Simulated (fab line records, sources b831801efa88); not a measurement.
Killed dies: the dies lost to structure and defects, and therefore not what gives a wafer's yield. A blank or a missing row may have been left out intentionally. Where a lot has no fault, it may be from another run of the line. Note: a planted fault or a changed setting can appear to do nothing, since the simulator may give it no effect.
Matching of chambers | flow sfqLine | pecvd-04 running SFQ_TRILAYER_A5C_DEP_PECVD_142: 3 sister chambers
The step deposits SiO2 from SiH4/N2O, time 15.556 s, target thk 70 nm. 3 wafers are shown with their chamber, then 7 later ones without.

== WAFERS PAIRED WITH THEIR CHAMBERS ==
wafer  | chamber | throttleValvePct (%)
L934.3 | 2       | 25.1
L939.2 | 1       | 23.4
L939.4 | 0       | 25.7

== WAFERS WHOSE CHAMBER IS MISSING ==
wafer  | throttleValvePct (%)
L939.6 | 25.9
L948.3 | 23.6
L948.4 | 23.5
L948.6 | 25.8
L949.3 | 26.2
L949.4 | 25.4
L949.6 | 23.5

== WHICH CHAMBER EACH ONE RAN IN ==
wafer  | from the rows above     | in truth
L939.6 | 0                       | 0
L948.3 | 1                       | 1
L948.4 | 1                       | 1
L948.6 | 0                       | 0
L949.3 | 0                       | 0
L949.4 | can't be placed: 2 or 0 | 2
L949.6 | 1                       | 1
Correctly placed: 6 of 7. Cannot be placed on the basis of these rows: 1; the candidates contain the true chamber in 1. Wrongly placed: 0.
How it was worked out, from the rows above alone: a wafer's distance from a chamber is the root of the sum, over the readings, of the square of ((its reading less the chamber's mean) divided by the reading's scatter). The wafer belongs to the nearest chamber; if the next one is less than 2 further off, it can't be placed. For every chamber, the mean is computed from those of its wafers that are shown. The scatter: root of mean squared gap, hidden wafer to nearest shown wafer, with one shown wafer a chamber.
